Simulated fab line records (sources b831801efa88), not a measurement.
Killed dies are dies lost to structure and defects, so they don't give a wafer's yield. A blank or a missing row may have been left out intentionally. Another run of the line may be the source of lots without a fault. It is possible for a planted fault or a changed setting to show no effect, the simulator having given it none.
Which of the tools did it?    flow gf180mcu    Sampling: 24 lots, 72 wafers, 6 of 602 route steps

## WHAT THE GAUGES SHOWED, per wafer
GF_POLY_GATE_THK_MEAS_17.
lot   measured      on             POLY_GATE_OXIDATION_THK (nm)
L074  day 9 18:20   film metro-02  3.91 3.90 3.85
L075  day 9 23:49   film metro-02  4.10 4.10 4.05
L076  day 10 07:42  film metro-02  3.98 3.90 3.85
L077  day 10 13:11  film metro-01  4.08 4.05 4.03
L078  day 10 20:55  film metro-01  4.10 4.05 4.05
L079  day 11 05:19  film metro-01  3.89 3.98 3.88
L080  day 11 10:13  film metro-01  4.06 4.07 4.04
L081  day 11 16:19  film metro-01  4.00 3.99 3.89
L082  day 12 02:07  film metro-02  4.01 4.03 4.00
L083  day 12 10:07  film metro-04  3.96 4.08 3.94
L084  day 12 12:03  film metro-01  4.05 4.02 4.11
L085  day 13 02:22  film metro-04  3.95 3.99 4.00
L086  day 13 07:15  film metro-01  3.92 3.90 4.02
L087  day 13 11:55  film metro-02  4.05 3.98 3.97
L088  day 13 21:26  film metro-01  4.10 4.11 4.06
L089  day 14 06:37  film metro-02  4.18 4.09 4.08
L090  day 14 11:04  film metro-01  4.01 4.02 4.00
L091  day 14 17:52  film metro-01  4.01 3.98 4.08
L092  day 15 04:20  film metro-01  3.97 4.05 4.02
L093  day 15 08:28  film metro-01  3.81 3.76 3.83
L094  day 15 13:40  film metro-02  4.05 4.09 4.09
L095  day 15 20:01  film metro-02  4.15 4.14 4.13
L096  day 16 05:04  film metro-01  4.08 4.03 4.07
L097  day 16 13:41  film metro-01  3.95 3.99 3.91

GF_M1_CD_MEAS_14 targets a cd of 230 nm.
lot   measured      on         cd nm (nm)
L074  day 18 00:55  cd sem-01  231.9 231.3 230.7
L075  day 18 07:11  cd sem-01  229.3 231.5 230.2
L076  day 18 17:07  cd sem-02  231.3 230.8 230.2
L077  day 19 01:49  cd sem-01  229.8 231.0 229.9
L078  day 19 07:58  cd sem-02  228.9 229.4 230.1
L079  day 19 23:54  cd sem-01  229.8 228.8 228.6
L080  day 20 04:11  cd sem-01  230.8 230.2 231.2
L081  day 20 11:22  cd sem-02  227.9 229.2 228.3
L082  day 21 00:26  cd sem-01  231.7 231.5 230.7
L083  day 21 07:30  cd sem-01  230.0 230.7 231.5
L084  day 21 10:13  cd sem-02  230.3 229.9 229.4
L085  day 22 04:23  cd sem-01  229.2 228.4 229.9
L086  day 22 10:46  cd sem-01  229.2 230.7 229.4
L087  day 22 17:12  cd sem-02  230.3 230.2 230.5
L088  day 23 02:07  cd sem-02  229.1 227.6 227.4
L089  day 23 11:10  cd sem-01  229.9 230.0 228.8
L090  day 23 17:47  cd sem-01  230.9 230.7 230.1
L091  day 24 01:12  cd sem-01  229.8 230.2 229.7
L092  day 24 10:09  cd sem-02  229.6 230.2 229.5
L093  day 24 17:09  cd sem-02  231.5 233.0 231.2
L094  day 24 20:26  cd sem-02  228.6 229.5 228.7
L095  day 25 04:06  cd sem-02  227.7 227.8 228.7
L096  day 25 11:36  cd sem-01  230.7 230.2 229.6
L097  day 25 19:36  cd sem-02  230.1 231.2 230.3

GF_V2_OVL_MEAS_15.
lot   measured      on          V2_OVL (nm)
L074  day 21 08:16  overlay-02  1 0 1
L075  day 21 13:00  overlay-01  3 0 3
L076  day 21 23:53  overlay-01  3 -6 7
L077  day 22 07:39  overlay-01  3 2 8
L078  day 22 14:36  overlay-02  -2 -2 -2
L079  day 23 05:36  overlay-01  6 13 5
L080  day 23 09:40  overlay-01  4 4 1
L081  day 23 17:22  overlay-01  -2 3 -7
L082  day 24 04:27  overlay-01  12 7 1
L083  day 24 11:07  overlay-01  -2 1 5
L084  day 24 14:25  overlay-02  10 0 7
L085  day 25 06:27  overlay-02  1 3 8
L086  day 25 12:47  overlay-02  4 -2 4
L087  day 25 18:31  overlay-01  13 12 10
L088  day 26 02:03  overlay-02  2 1 -7
L089  day 26 10:54  overlay-01  4 0 9
L090  day 26 17:01  overlay-01  6 2 1
L091  day 26 23:40  overlay-01  2 -6 -3
L092  day 27 07:48  overlay-02  1 -2 6
L093  day 27 13:19  overlay-02  -2 3 3
L094  day 27 16:16  overlay-01  0 2 5
L095  day 27 23:12  overlay-01  2 -2 -3
L096  day 28 07:54  overlay-02  10 10 9
L097  day 28 14:01  overlay-02  4 -5 -5

## TOOL THAT RAN EACH LOT (tool first, then ch and the chambers of the sampled wafers, then the start)
lot   GF_CONTACT_CMP_27              GF_M1_STRIP_17                        GF_V2_CVD_02
L074  cmp-02 ch 0,1,2, day 17 00:20  plasma asher-04 ch 0,1, day 18 01:10  pecvd-03 ch 1,2, day 20 06:02
L075  cmp-01 ch 0,1,2, day 17 06:56  plasma asher-03 ch 0,1, day 18 07:27  pecvd-04 ch 0,2, day 20 12:11
L076  cmp-02 ch 0,3, day 17 16:41    plasma asher-03 ch 1, day 18 17:22    pecvd-02 ch 0,2, day 20 22:41
L077  cmp-01 ch 0,1,3, day 18 00:50  plasma asher-04 ch 0,1, day 19 02:04  pecvd-04 ch 0,1,2, day 21 06:55
L078  cmp-01 ch 0,1,3, day 18 06:35  plasma asher-04 ch 0,1, day 19 08:13  pecvd-04 ch 0,2, day 21 13:32
L079  cmp-02 ch 1,2,3, day 18 22:24  plasma asher-02 ch 0,1, day 20 00:10  pecvd-03 ch 0,1,2, day 22 05:08
L080  cmp-01 ch 0,2,3, day 19 03:26  plasma asher-04 ch 0,1, day 20 04:27  pecvd-04 ch 0,1, day 22 08:57
L081  cmp-02 ch 0,2,3, day 19 10:45  plasma asher-03 ch 1, day 20 11:44    pecvd-04 ch 0,1, day 22 17:05
L082  cmp-01 ch 0,2,3, day 19 23:26  plasma asher-04 ch 0,1, day 21 00:42  pecvd-04 ch 0,2, day 23 04:37
L083  cmp-01 ch 1,2, day 20 06:43    plasma asher-03 ch 0,1, day 21 07:46  pecvd-03 ch 0,1,2, day 23 11:08
L084  cmp-01 ch 0,1,2, day 20 08:54  plasma asher-03 ch 0,1, day 21 10:28  pecvd-04 ch 0,1,2, day 23 14:47
L085  cmp-01 ch 1,3, day 21 03:42    plasma asher-02 ch 0,1, day 22 04:39  pecvd-02 ch 0,1,2, day 24 06:32
L086  cmp-01 ch 0,3, day 21 09:45    plasma asher-02 ch 0,1, day 22 11:02  pecvd-02 ch 1,2, day 24 13:43
L087  cmp-01 ch 1,3, day 21 17:02    plasma asher-04 ch 0,1, day 22 17:28  pecvd-03 ch 0,1, day 24 19:43
L088  cmp-01 ch 0,2, day 22 01:15    plasma asher-03 ch 0,1, day 23 02:22  pecvd-02 ch 0,1,2, day 25 03:57
L089  cmp-02 ch 1,2,3, day 22 11:08  plasma asher-03 ch 0,1, day 23 11:25  pecvd-02 ch 1,2, day 25 12:59
L090  cmp-01 ch 2,3, day 22 17:44    plasma asher-03 ch 0,1, day 23 18:04  pecvd-02 ch 1,2, day 25 18:43
L091  cmp-01 ch 0,1,2, day 23 01:03  plasma asher-03 ch 0,1, day 24 01:28  pecvd-02 ch 1,2, day 26 01:46
L092  cmp-01 ch 0,1,2, day 23 10:07  plasma asher-04 ch 0,1, day 24 10:28  pecvd-03 ch 0,1, day 26 10:17
L093  cmp-01 ch 2,3, day 23 18:16    plasma asher-03 ch 1, day 24 17:24    pecvd-02 ch 0,2, day 26 16:40
L094  cmp-02 ch 0,1,2, day 23 20:41  plasma asher-04 ch 0,1, day 24 20:44  pecvd-03 ch 1,2, day 26 19:59
L095  cmp-02 ch 0,1,3, day 24 04:59  plasma asher-04 ch 0,1, day 25 04:22  pecvd-03 ch 0,1,2, day 27 02:52
L096  cmp-01 ch 0,1, day 24 12:33    plasma asher-04 ch 0,1, day 25 11:52  pecvd-03 ch 0,1,2, day 27 10:29
L097  cmp-02 ch 0,1,2, day 24 21:29  plasma asher-04 ch 0,1, day 25 19:52  pecvd-03 ch 0,1, day 27 17:11
- GF_CONTACT_CMP_27: polishes, stops on SiO2, t overpolish 15 s, target thk 0 nm.
- GF_M1_STRIP_17: strips in O2/N2.
- GF_V2_CVD_02: deposits SiO2 from TEOS, target thk 850 nm, time 94.851 s.

## WHAT THE TOOLS THEMSELVES READ (means of the sampled wafers that have a number; where no wafer has one, the mark that the record gives instead)
GF_CONTACT_CMP_27.
lot   tool    motor current A (A)  overpolish run s (s)  time to endpoint s (s)
L074  cmp-02  11.7                 14.995                70.3
L075  cmp-01  11.2                 15.001                73.3
L076  cmp-02  11.2                 15.000                71.7
L077  cmp-01  12.4                 15.001                70.4
L078  cmp-01  12.3                 14.991                73.2
L079  cmp-02  11.6                 15.009                70.6
L080  cmp-01  11.4                 15.007                72.4
L081  cmp-02  11.2                 15.000                73.7
L082  cmp-01  11.7                 14.999                73.6
L083  cmp-01  10.4                 14.996                68.6
L084  cmp-01  10.9                 14.994                71.5
L085  cmp-01  12.5                 15.009                70.9
L086  cmp-01  11.8                 15.002                71.1
L087  cmp-01  12.4                 14.993                70.2
L088  cmp-01  11.1                 15.006                73.6
L089  cmp-02  11.1                 14.998                69.9
L090  cmp-01  12.1                 14.990                72.4
L091  cmp-01  11.1                 15.008                73.2
L092  cmp-01  11.2                 14.995                71.4
L093  cmp-01  11.0                 15.007                69.0
L094  cmp-02  11.5                 15.002                67.5
L095  cmp-02  11.5                 14.993                68.8
L096  cmp-01  11.7                 15.005                71.3
L097  cmp-02  11.7                 14.988                65.9

GF_M1_STRIP_17.
lot   tool             drypump motor current A (A)  heater power w (W)  oes product au (a.u.)  platen temp c (C)  strip time to endpoint s (s)
L074  plasma asher-04  5.51                         372                 0.559                  249.98             7.91
L075  plasma asher-03  5.90                         295                 0.552                  249.97             7.76
L076  plasma asher-03  5.61                         283                 0.551                  249.93             7.86
L077  plasma asher-04  5.52                         377                 0.557                  249.99             7.84
L078  plasma asher-04  5.52                         372                 0.557                  250.20             7.79
L079  plasma asher-02  6.39                         362                 0.561                  250.12             7.89
L080  plasma asher-04  5.53                         374                 0.553                  250.03             7.77
L081  plasma asher-03  5.61                         287                 0.557                  249.92             7.92
L082  plasma asher-04  5.53                         369                 0.566                  249.97             7.91
L083  plasma asher-03  5.87                         296                 0.556                  249.94             7.88
L084  plasma asher-03  5.89                         296                 0.561                  250.12             7.90
L085  plasma asher-02  6.37                         370                 0.558                  249.94             7.79
L086  plasma asher-02  6.38                         364                 0.559                  249.87             7.89
L087  plasma asher-04  5.59                         363                 0.558                  249.90             7.88
L088  plasma asher-03  5.90                         296                 0.555                  249.91             7.83
L089  plasma asher-03  5.76                         288                 0.557                  249.78             7.81
L090  plasma asher-03  5.89                         293                 0.558                  249.95             7.85
L091  plasma asher-03  5.89                         293                 0.561                  250.10             7.90
L092  plasma asher-04  5.51                         373                 0.560                  250.08             7.87
L093  plasma asher-03  5.62                         285                 0.557                  249.96             7.83
L094  plasma asher-04  5.51                         374                 0.560                  250.15             7.88
L095  plasma asher-04  5.58                         360                 0.559                  249.90             7.87
L096  plasma asher-04  5.52                         371                 0.558                  250.10             7.81
L097  plasma asher-04  5.51                         374                 0.556                  249.93             7.81

GF_V2_CVD_02.
lot   tool      heater power w (W)
L074  pecvd-03  672
L075  pecvd-04  600
L076  pecvd-02  709
L077  pecvd-04  631
L078  pecvd-04  674
L079  pecvd-03  699
L080  pecvd-04  670
L081  pecvd-04  649
L082  pecvd-04  660
L083  pecvd-03  656
L084  pecvd-04  671
L085  pecvd-02  761
L086  pecvd-02  845
L087  pecvd-03  567
L088  pecvd-02  792
L089  pecvd-02  800
L090  pecvd-02  837
L091  pecvd-02  794
L092  pecvd-03  659
L093  pecvd-02  778
L094  pecvd-03  626
L095  pecvd-03  688
L096  pecvd-03  661
L097  pecvd-03  642

## THE ANSWER, worked out from the rows above alone
Rule: usual is defined by the lots themselves. Put in order of their means at a reading, lots are off if they are a third of the lots or fewer, leave a main group of 4 or more, and stand apart from it by a gap of 3 or more times the standard deviation of the main group's means; of several such gaps the widest counts. Not used: any main group whose means are identical at the precision the tables above print for the reading. Also off: a lot with no number at a reading for which 4 or more lots have one. The other lots that the step has rows for count as sound. Order of review: gauges by route order, followed by the tools' own readings, for which a lot's mean as printed above is used. At the first step where some lot is off, the reading lying furthest off is the one used; lots without a number count as furthest.
No lot is off at any reading shown: from this, nothing can be told.

## WHAT THE SIMULATOR HAD PUT IN
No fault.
